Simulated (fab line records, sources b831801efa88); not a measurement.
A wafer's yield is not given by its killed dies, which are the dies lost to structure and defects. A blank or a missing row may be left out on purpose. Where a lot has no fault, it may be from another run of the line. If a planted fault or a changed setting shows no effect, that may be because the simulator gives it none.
Comparing a struck lot with a sound one | flow gf180mcu | 14 out of 602 route steps
Sound: these wafers, L689.1, L689.3, L689.4. Wafers L678.2, L678.4, L678.6 were the ones struck. Last of all comes the cause.
Per side, at each step with rows, come the tool, then ch with its chambers, and then its first start. Under that, the readings that differ: sound wafers | struck wafers | difference of the means | sigmas: that difference in standard deviations of wafers without a fault.
alike: a reading whose means differ by less than 2 such deviations, as well as words and numbers matching on both sides. not compared: withheld readings; readings where some wafer has no value; bounds like >300 that might hide an equal value; numbers whose values overlap and for which the record gives no deviation.
Wherever a step has rows on one side only, a row that says differs or no value, or a row with sigmas, the two part there. Numbers that don't overlap but have no deviation are shown without sigmas and don't part them. Lack of a reading on every wafer of one side parts them only where that side has two or more wafers.

first, 4 steps without rows for these wafers: GF_V4_STRIP_19 (strips in post etch residue remover, time 1200 s); GF_V4_CLEAN_20 (cleans in DIW); GF_V4_SPUTTER_21 (material Ti, target thk 15 nm, time 80.02 s); GF_V4_SPUTTER_22 (material TiN, target thk 10 nm, time 40 s).
GF_V4_CVD_23: deposits W, target thk 350 nm, time 104.9 s.
  sound on cvd-w-02 ch 0,1, day 28 21:31; struck on cvd-w-01 ch 0,1, day 25 17:23
  alike: chamber-pressure-Torr, heater-power-w
GF_V4_RS_MEAS_24: the measuring method here is four-point-probe.
  sound: film-metro-02 at day 28 21:38; struck: film-metro-01 at day 25 17:32
  alike: V4_W_RS
GF_V4_THK_MEAS_25: measures by xrf.
  sound: film-metro-02 at day 28 21:46; struck: film-metro-01 at day 25 17:38
  alike: V4_W_THK
then, 1 step without rows for these wafers: GF_V4_CMP_26 (polishes, stops on SiO2, t overpolish 15 s, target thk 0 nm).
GF_MIM_SPUTTER_00: material Ti, target thk 37.5 nm, time 150 s.
  sound: pvd-sputter-04 at day 28 22:07; struck: pvd-sputter-03 at day 25 17:59
  alike: cathode-dc-power-W, chamber-pressure-pa, throttle-valve-pct
then, 1 step without rows for these wafers: GF_MIM_SPUTTER_01 (material TiN, target thk 30 nm, time 25 s).
GF_MIM_SPUTTER_02: material AlCu, target thk 450 nm, time 23.9 s.
  sound: pvd-sputter-04 at day 28 22:15; struck: pvd-sputter-03 at day 25 18:07
  alike: cathode-dc-power-W, chamber-pressure-pa, throttle-valve-pct
GF_MIM_SPUTTER_03: material Ti, target thk 10 nm, time 6.7 s.
  sound: pvd-sputter-04 at day 28 22:17; struck: pvd-sputter-03 at day 25 18:09
  alike: cathode-dc-power-W, chamber-pressure-pa, throttle-valve-pct
GF_MIM_SPUTTER_04: material TiN, target thk 50 nm, time 41.7 s.
  sound: pvd-sputter-04 at day 28 22:18; struck: pvd-sputter-03 at day 25 18:10
  no value came back on the struck wafers for cathode-dc-power-W (W), chamber-pressure-pa (Pa), throttle-valve-pct (%); on the sound wafers cathode-dc-power-W (W) reads 6499.1 6499.6 6499.0
GF_MIM_CVD_05: deposits Si3N4, target thk 42 nm, time 29.086 s.
  sound on pecvd-01 ch 1,2, day 28 22:20; struck on pecvd-04 ch 1,2, day 25 18:13
  alike: heater-power-w

== WHERE THEY PART ==
Within this record, at GF_MIM_SPUTTER_04 only. Later steps at which nothing parts them and some readings are alike: GF_MIM_CVD_05.

WHY: the cause the simulator had injected
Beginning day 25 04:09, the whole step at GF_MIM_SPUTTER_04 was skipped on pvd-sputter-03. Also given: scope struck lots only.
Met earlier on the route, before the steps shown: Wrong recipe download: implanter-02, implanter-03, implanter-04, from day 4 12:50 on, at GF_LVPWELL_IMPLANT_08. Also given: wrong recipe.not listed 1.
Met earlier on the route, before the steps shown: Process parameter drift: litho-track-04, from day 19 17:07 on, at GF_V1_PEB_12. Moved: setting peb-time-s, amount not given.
